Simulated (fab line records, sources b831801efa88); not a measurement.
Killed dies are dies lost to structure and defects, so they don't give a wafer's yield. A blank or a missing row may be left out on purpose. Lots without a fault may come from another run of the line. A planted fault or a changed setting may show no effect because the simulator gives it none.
Which tool did it? | flow gf180mcu | 11 lots, 33 wafers sampled, at 5 steps of a route of 602

WHAT THE GAUGES READ, wafer by wafer
GF_VT_IMPLANT_TW_MEAS_43. Usual: VT_IMPLANT_4_TW 690, standard deviation 5.5.
lot  | measured     | on            | VT_IMPLANT_4_TW | flag
L100 | day 7 10:53  | film_metro-03 | 683 686 679     |
L104 | day 8 13:30  | film_metro-02 | 700 700 699     |
L105 | day 8 23:14  | film_metro-03 | 687 684 693     |
L108 | day 9 19:34  | film_metro-04 | 693 693 691     |
L109 | day 10 02:20 | film_metro-02 | 697 702 696     |
L112 | day 10 20:14 | film_metro-04 | 688 690 688     |
L117 | day 12 07:32 | film_metro-03 | 533 537 536     | OFF
L120 | day 13 01:45 | film_metro-02 | 694 696 698     |
L121 | day 13 09:23 | film_metro-03 | 686 685 689     |
L122 | day 13 15:01 | film_metro-02 | 696 693 691     |
L123 | day 14 03:14 | film_metro-03 | 682 685 688     |

GF_NSD_TW_MEAS_12. Usual: NSD_TW 4278, standard deviation 38.
lot  | measured     | on            | NSD_TW         | flag
L100 | day 13 05:49 | film_metro-02 | 4283 4268 4296 |
L104 | day 14 13:49 | film_metro-02 | 4321 4296 4296 |
L105 | day 14 23:25 | film_metro-03 | 4190 4222 4188 |
L108 | day 16 04:17 | film_metro-02 | 4288 4287 4310 |
L109 | day 16 13:05 | film_metro-03 | 4248 4280 4233 |
L112 | day 17 09:40 | film_metro-04 | 4252 4267 4252 |
L120 | day 20 06:46 | film_metro-02 | 4344 4317 4336 |
L121 | day 20 15:20 | film_metro-03 | 4220 4225 4221 |
L122 | day 20 22:01 | film_metro-02 | 4350 4315 4317 |
L123 | day 21 11:31 | film_metro-04 | 4231 4232 4265 |

WHICH TOOL RAN EACH LOT (tool, then ch and the chambers of the sampled wafers, then the start)
lot  | GF_VT_IMPLANT_STRIP_09               | GF_VT_IMPLANT_STRIP_31               | GF_VT_IMPLANT_STRIP_42
L100 | plasma_asher-01 ch 0,1, day 5 12:12  | plasma_asher-04 ch 0,1, day 6 18:29  | plasma_asher-03 ch 0,1, day 7 10:47
L104 | plasma_asher-03 ch 0,1, day 6 12:50  | plasma_asher-04 ch 0,1, day 7 20:59  | plasma_asher-01 ch 0,1, day 8 13:24
L105 | plasma_asher-03 ch 0,1, day 6 21:09  | plasma_asher-04 ch 0,1, day 8 06:32  | plasma_asher-03 ch 0,1, day 8 23:08
L108 | plasma_asher-03 ch 0,1, day 7 16:16  | plasma_asher-03 ch 0,1, day 9 02:02  | plasma_asher-04 ch 0,1, day 9 19:29
L109 | plasma_asher-03 ch 0,1, day 7 23:11  | plasma_asher-04 ch 0,1, day 9 08:38  | plasma_asher-04 ch 0,1, day 10 02:14
L112 | plasma_asher-04 ch 0,1, day 8 16:09  | plasma_asher-01 ch 0,1, day 10 02:38 | plasma_asher-03 ch 0,1, day 10 20:08
L117 | plasma_asher-03 ch 0, day 10 01:02   | plasma_asher-04 ch 0,1, day 11 13:03 | plasma_asher-01 ch 1, day 12 07:26
L120 | plasma_asher-04 ch 0,1, day 10 18:08 | plasma_asher-03 ch 0,1, day 12 06:42 | plasma_asher-01 ch 0,1, day 13 01:39
L121 | plasma_asher-03 ch 0,1, day 10 23:35 | plasma_asher-03 ch 0,1, day 12 13:20 | plasma_asher-03 ch 0,1, day 13 09:17
L122 | plasma_asher-01 ch 0,1, day 11 06:41 | plasma_asher-03 ch 0,1, day 12 19:07 | plasma_asher-04 ch 0,1, day 13 14:56
L123 | plasma_asher-01 ch 0,1, day 11 16:06 | plasma_asher-01 ch 0,1, day 13 06:50 | plasma_asher-04 ch 0,1, day 14 03:08
- GF_VT_IMPLANT_STRIP_09: strips in O2/N2.
- GF_VT_IMPLANT_STRIP_31: strips in O2/N2.
- GF_VT_IMPLANT_STRIP_42: strips in O2/N2.

WHAT THE TOOLS THEMSELVES READ (means of the sampled wafers that have a number; where no wafer has one, the mark that the record gives instead)
GF_VT_IMPLANT_STRIP_09. Usual: drypump_motor_current_A 5.6 A, standard deviation 0.49; heater_power_w 327 W, standard deviation 31; oes_product_au 0.716 a.u., standard deviation 0.0044; strip_time_to_endpoint_s 12.63 s, standard deviation 0.039.
lot  | tool            | drypump_motor_current_A (A) | heater_power_w (W) | oes_product_au (a.u.) | strip_time_to_endpoint_s (s) | flag
L100 | plasma_asher-01 | 5.7                         | 338                | 0.714                 | 12.66                        |
L104 | plasma_asher-03 | 5.6                         | 296                | 0.716                 | 12.61                        |
L105 | plasma_asher-03 | 6.0                         | 316                | 0.713                 | 12.61                        |
L108 | plasma_asher-03 | 5.6                         | 298                | 0.713                 | 12.67                        |
L109 | plasma_asher-03 | 6.0                         | 310                | 0.716                 | 12.68                        |
L112 | plasma_asher-04 | 5.2                         | 335                | 0.719                 | 12.60                        |
L117 | plasma_asher-03 | 6.4                         | 323                | 0.715                 | 12.59                        |
L120 | plasma_asher-04 | 5.2                         | 338                | 0.715                 | 12.54                        |
L121 | plasma_asher-03 | 6.0                         | 312                | 0.716                 | 12.62                        |
L122 | plasma_asher-01 | 5.7                         | 344                | 0.717                 | 12.64                        |
L123 | plasma_asher-01 | 5.7                         | 337                | 0.722                 | 12.61                        |

GF_VT_IMPLANT_STRIP_31. Usual: drypump_motor_current_A 5.6 A, standard deviation 0.41; heater_power_w 333 W, standard deviation 28; oes_product_au 0.715 a.u., standard deviation 0.0047; strip_time_to_endpoint_s 12.62 s, standard deviation 0.033.
lot  | tool            | drypump_motor_current_A (A) | heater_power_w (W) | oes_product_au (a.u.) | strip_time_to_endpoint_s (s) | flag
L100 | plasma_asher-04 | 5.3                         | 355                | 0.717                 | 12.60                        |
L104 | plasma_asher-04 | 5.2                         | 334                | 0.715                 | 12.59                        |
L105 | plasma_asher-04 | 5.2                         | 341                | 0.714                 | 12.60                        |
L108 | plasma_asher-03 | 5.6                         | 300                | 0.715                 | 12.65                        |
L109 | plasma_asher-04 | 5.3                         | 354                | 0.718                 | 12.67                        |
L112 | plasma_asher-01 | 5.8                         | 343                | 0.714                 | 12.61                        |
L117 | plasma_asher-04 | 5.3                         | 354                | 0.957                 | -                            | OFF
L120 | plasma_asher-03 | 5.6                         | 299                | 0.716                 | 12.62                        |
L121 | plasma_asher-03 | 5.6                         | 299                | 0.714                 | 12.63                        |
L122 | plasma_asher-03 | 5.6                         | 305                | 0.713                 | 12.59                        |
L123 | plasma_asher-01 | 5.8                         | 343                | 0.713                 | 12.61                        |

GF_VT_IMPLANT_STRIP_42. Usual: drypump_motor_current_A 5.6 A, standard deviation 0.46; heater_power_w 328 W, standard deviation 29; oes_product_au 0.716 a.u., standard deviation 0.0047; strip_time_to_endpoint_s 12.64 s, standard deviation 0.035.
lot  | tool            | drypump_motor_current_A (A) | heater_power_w (W) | oes_product_au (a.u.) | strip_time_to_endpoint_s (s) | flag
L100 | plasma_asher-03 | 6.0                         | 310                | 0.715                 | 12.64                        |
L104 | plasma_asher-01 | 5.7                         | 342                | 0.718                 | 12.63                        |
L105 | plasma_asher-03 | 5.6                         | 297                | 0.716                 | 12.60                        |
L108 | plasma_asher-04 | 5.3                         | 355                | 0.717                 | 12.63                        |
L109 | plasma_asher-04 | 5.2                         | 334                | 0.712                 | 12.65                        |
L112 | plasma_asher-03 | 5.6                         | 299                | 0.713                 | 12.65                        |
L117 | plasma_asher-01 | 5.8                         | 351                | 0.717                 | 13.75                        | OFF
L120 | plasma_asher-01 | 5.7                         | 343                | 0.717                 | 12.66                        |
L121 | plasma_asher-03 | 6.0                         | 313                | 0.714                 | 12.63                        |
L122 | plasma_asher-04 | 5.3                         | 355                | 0.719                 | 12.69                        |
L123 | plasma_asher-04 | 5.2                         | 341                | 0.709                 | 12.61                        |

THE ANSWER, worked out from the rows above alone
Rule: a lot is off if the mean of its wafers that have a number lies more than 3 standard deviations from the usual mean. A lot without any number at a reading at which 4 lots or more have one is off too. The other lots that the step has rows for count as sound. The gauges are gone through in route order, then the tools' own readings, and for those a lot's mean is taken as printed above. The first step at which some lot is off is used, and at that step the reading that is off furthest; a lot without a number counts as furthest.
Off: L117, at GF_VT_IMPLANT_TW_MEAS_43 (VT_IMPLANT_4_TW).
A tool fits if, at a process step before that reading, it ran every lot that is off, and no sound lot after the first of them. The gauges at GF_VT_IMPLANT_TW_MEAS_43 aren't tried: what is off there is off at GF_VT_IMPLANT_STRIP_31 too, on other tools, and a gauge's error can't cause that. One fits: plasma_asher-04 at GF_VT_IMPLANT_STRIP_31. Its last sound lot is L109 (day 9 08:38), its first lot that is off L117 (day 11 13:03): a fault that began between those two fits.
The tool's own readings at GF_VT_IMPLANT_STRIP_31 bear it out: on the lots that are off they differ by more than 5 times the standard deviation of the sound lots' means. oes_product_au reads 0.957 a.u. there against 0.715 a.u. on the sound lots.
Blank at GF_VT_IMPLANT_STRIP_31 on the lots that are off, where sound lots have numbers: strip_time_to_endpoint_s.

WHAT THE SIMULATOR HAD PUT IN
Strip aborted: plasma_asher-04, from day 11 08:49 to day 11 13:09, at GF_VT_IMPLANT_STRIP_31. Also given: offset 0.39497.
Lots struck among those shown: L117. The rule above found the same.
